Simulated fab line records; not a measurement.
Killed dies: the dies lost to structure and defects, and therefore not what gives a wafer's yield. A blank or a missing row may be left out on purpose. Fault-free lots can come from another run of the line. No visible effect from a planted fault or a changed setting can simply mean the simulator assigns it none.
The same fault as seen by 2 desks -- flow gf180mcu -- each desk has only its own numbers; what lay behind them comes last

## THE TOOL OWNER'S DESK: litho track-01
The tool's own readings at GF_HV_LDD_DEVELOP_18 (develop time 60 s): means of the sampled wafers that have a number, for each lot that ran on this tool. Any lot whose mean is over 4 standard deviations away from the usual mean is out of limits and marked OUT; that distance is given in the brackets.
Columns: A = chill plate temp C at GF_HV_LDD_DEVELOP_18, usual 22.99 C; B = developer temp C at GF_HV_LDD_DEVELOP_18, usual 23.01 C; C = exhaust pa at GF_HV_LDD_DEVELOP_18, usual 45.1 Pa
lot,first seen here,A,B,C
L336,day 10 18:55,23.02,23.06,44.5
L337,day 11 01:16,22.80,22.94,44.5
L338,day 11 11:23,22.96,22.88,45.2
L341,day 12 11:44,23.09,22.92,45.5
L348,day 14 15:14,22.99,23.04,45.4
L350,day 15 06:39,23.04,23.12,44.4
L356,day 17 04:38,23.00,22.27 (-6.2) OUT,45.7
L357,day 17 10:11,22.98,22.36 (-5.4) OUT,44.5
This desk's verdict: out of limits on L356, L357, starting with L356 at day 17 04:38 (developer temp C at GF_HV_LDD_DEVELOP_18). In limits: L336, L337, L338, L341, L348, L350.

## METROLOGY DESK
Lot by lot, what the gauges showed, no matter which tool ran the lot: averages of those sampled wafers that carry a number. Any lot whose mean is over 4 standard deviations away from the usual mean is out of limits and marked OUT; that distance is given in the brackets.
Columns: A = CONTACT_W_THK at GF_CONTACT_THK_MEAS_26, usual 293 nm
lot,first seen here,A
L336,day 16 04:32,290
L337,day 16 10:17,292
L338,day 16 23:02,294
L339,day 17 07:31,288
L340,day 17 16:01,293
L341,day 18 04:31,296
L346,day 20 04:05,301
L347,day 20 11:39,295
L348,day 20 18:37,295
L350,day 21 11:38,289
L355,day 22 23:19,285
L356,day 23 10:49,288
L357,day 23 17:10,294
L359,day 24 07:15,296
Finding of this desk: none of the 14 lots has anything out of limits.

## TAKEN TOGETHER
On L356, L357, at day 17 04:38, an alarm was possible from the tool owner's desk.
Metrology desk: nothing out of limits seen.
The metrology desk has L356, L357 on record, within its limits.
The lots listed all ran GF_HV_LDD_DEVELOP_18 on litho track-01.

## WHAT THE SIMULATOR HAD INSERTED
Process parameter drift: litho track-01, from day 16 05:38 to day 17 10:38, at GF_HV_LDD_DEVELOP_18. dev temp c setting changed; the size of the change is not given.
Shown lots that were struck: L356, L357.
Hours from the fault's start to each desk's first reading out of limits: the tool owner's desk, 23.
